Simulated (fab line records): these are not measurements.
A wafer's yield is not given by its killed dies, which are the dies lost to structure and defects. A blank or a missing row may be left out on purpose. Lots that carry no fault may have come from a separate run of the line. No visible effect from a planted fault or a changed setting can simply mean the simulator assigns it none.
Split-lot trial :: flow gf180mcu :: 23 wafers read from 5 lots, route of 602 steps

== THE SPLIT ITSELF ==
At GF_STI_OXIDATION_29 (stabilise 600 s, purge 300 s, target thk 10 nm), the setting temp_c was moved away from the recipe's 900 C on 20 of the 23 wafers read, by -3.0% to +2.9%. This setting was run at the recipe's value on the other wafers.

Between the split and the reading, the file records no step.

== THE READING ==
STI_OXIDATION_02_THK in nanometres, read at GF_STI_THK_MEAS_30. Fault-free wafers of this fab line usually give 10.01 nm, standard deviation 0.14 nm.

wafer: L074.1
tool, chamber at the split: -, -
temp_c as run, C: 910.8
against the recipe: +1.2%
STI_OXIDATION_02_THK, nm: 11.25
against lot-mates on the recipe: no lot-mate on the recipe

wafer: L074.2
tool, chamber at the split: -, -
temp_c as run, C: 910.8
against the recipe: +1.2%
STI_OXIDATION_02_THK, nm: 11.40
against lot-mates on the recipe: no lot-mate on the recipe

wafer: L074.4
tool, chamber at the split: -, -
temp_c as run, C: 910.8
against the recipe: +1.2%
STI_OXIDATION_02_THK, nm: 11.44
against lot-mates on the recipe: no lot-mate on the recipe

wafer: L074.5
tool, chamber at the split: -, -
temp_c as run, C: 910.8
against the recipe: +1.2%
STI_OXIDATION_02_THK, nm: 11.55
against lot-mates on the recipe: no lot-mate on the recipe

wafer: L074.6
tool, chamber at the split: -, -
temp_c as run, C: 910.8
against the recipe: +1.2%
STI_OXIDATION_02_THK, nm: 11.50
against lot-mates on the recipe: no lot-mate on the recipe

wafer: L075.1
tool, chamber at the split: -, -
temp_c as run, C: 925.7
against the recipe: +2.9%
STI_OXIDATION_02_THK, nm: 13.09
against lot-mates on the recipe: no lot-mate on the recipe

wafer: L075.3
tool, chamber at the split: -, -
temp_c as run, C: 925.7
against the recipe: +2.9%
STI_OXIDATION_02_THK, nm: 13.03
against lot-mates on the recipe: no lot-mate on the recipe

wafer: L075.4
tool, chamber at the split: -, -
temp_c as run, C: 925.7
against the recipe: +2.9%
STI_OXIDATION_02_THK, nm: 13.15
against lot-mates on the recipe: no lot-mate on the recipe

wafer: L075.5
tool, chamber at the split: -, -
temp_c as run, C: 925.7
against the recipe: +2.9%
STI_OXIDATION_02_THK, nm: 12.95
against lot-mates on the recipe: no lot-mate on the recipe

wafer: L075.6
tool, chamber at the split: -, -
temp_c as run, C: 925.7
against the recipe: +2.9%
STI_OXIDATION_02_THK, nm: 12.99
against lot-mates on the recipe: no lot-mate on the recipe

wafer: L082.1
tool, chamber at the split: -, -
temp_c as run, C: 907.9
against the recipe: +0.9%
STI_OXIDATION_02_THK, nm: 10.82
against lot-mates on the recipe: no lot-mate on the recipe

wafer: L082.2
tool, chamber at the split: -, -
temp_c as run, C: 907.9
against the recipe: +0.9%
STI_OXIDATION_02_THK, nm: 11.03
against lot-mates on the recipe: no lot-mate on the recipe

wafer: L082.3
tool, chamber at the split: -, -
temp_c as run, C: 907.9
against the recipe: +0.9%
STI_OXIDATION_02_THK, nm: 10.73
against lot-mates on the recipe: no lot-mate on the recipe

wafer: L082.5
tool, chamber at the split: -, -
temp_c as run, C: 907.9
against the recipe: +0.9%
STI_OXIDATION_02_THK, nm: 11.05
against lot-mates on the recipe: no lot-mate on the recipe

wafer: L082.6
tool, chamber at the split: -, -
temp_c as run, C: 907.9
against the recipe: +0.9%
STI_OXIDATION_02_THK, nm: 10.80
against lot-mates on the recipe: no lot-mate on the recipe

wafer: L083.2
tool, chamber at the split: -, -
temp_c as run, C: 873.2
against the recipe: -3.0%
STI_OXIDATION_02_THK, nm: 7.59
against lot-mates on the recipe: no lot-mate on the recipe

wafer: L083.3
tool, chamber at the split: -, -
temp_c as run, C: 873.2
against the recipe: -3.0%
STI_OXIDATION_02_THK, nm: 7.36
against lot-mates on the recipe: no lot-mate on the recipe

wafer: L083.4
tool, chamber at the split: -, -
temp_c as run, C: 873.2
against the recipe: -3.0%
STI_OXIDATION_02_THK, nm: 7.65
against lot-mates on the recipe: no lot-mate on the recipe

wafer: L083.5
tool, chamber at the split: -, -
temp_c as run, C: 873.2
against the recipe: -3.0%
STI_OXIDATION_02_THK, nm: 7.45
against lot-mates on the recipe: no lot-mate on the recipe

wafer: L083.6
tool, chamber at the split: -, -
temp_c as run, C: 873.2
against the recipe: -3.0%
STI_OXIDATION_02_THK, nm: 7.88
against lot-mates on the recipe: no lot-mate on the recipe

wafer: L084.1
tool, chamber at the split: furnace-01, 0
temp_c as run, C: 900
against the recipe: recipe
STI_OXIDATION_02_THK, nm: 9.70
against lot-mates on the recipe: -

wafer: L084.2
tool, chamber at the split: furnace-01, 0
temp_c as run, C: 900
against the recipe: recipe
STI_OXIDATION_02_THK, nm: 9.86
against lot-mates on the recipe: -

wafer: L084.4
tool, chamber at the split: furnace-01, 0
temp_c as run, C: 900
against the recipe: recipe
STI_OXIDATION_02_THK, nm: 9.98
against lot-mates on the recipe: -

THE FIT
A straight line over all 23 wafers: STI_OXIDATION_02_THK changes by +0.932 nm for each +1% of temp_c; r = +0.99; the points scatter about the line by 0.24 nm.
Too few moved wafers with a lot-mate on the recipe to fit a line net of each lot's own level.

== THE WHOLE CHAIN: every reading that the file lists as answering this split, in the file's order ==
step: GF_STI_OXIDATION_29
what it does: stabilise 600 s, purge 300 s, target thk 10 nm
reading: SiO2_of_STI_OXIDATION_29.thk_nm (the simulator's own value, which no gauge read)
change (the file's fit): +0.931 nm for each +1% of the setting
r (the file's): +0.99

step: GF_STI_THK_MEAS_30
what it does: 
reading: STI_OXIDATION_02_THK
change (the file's fit): +0.932 for each +1% of the setting
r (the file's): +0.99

== THE FILE'S OWN FIT ==
STI_OXIDATION_02_THK changes by +0.932 nm for each +1% of temp_c, r = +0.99.
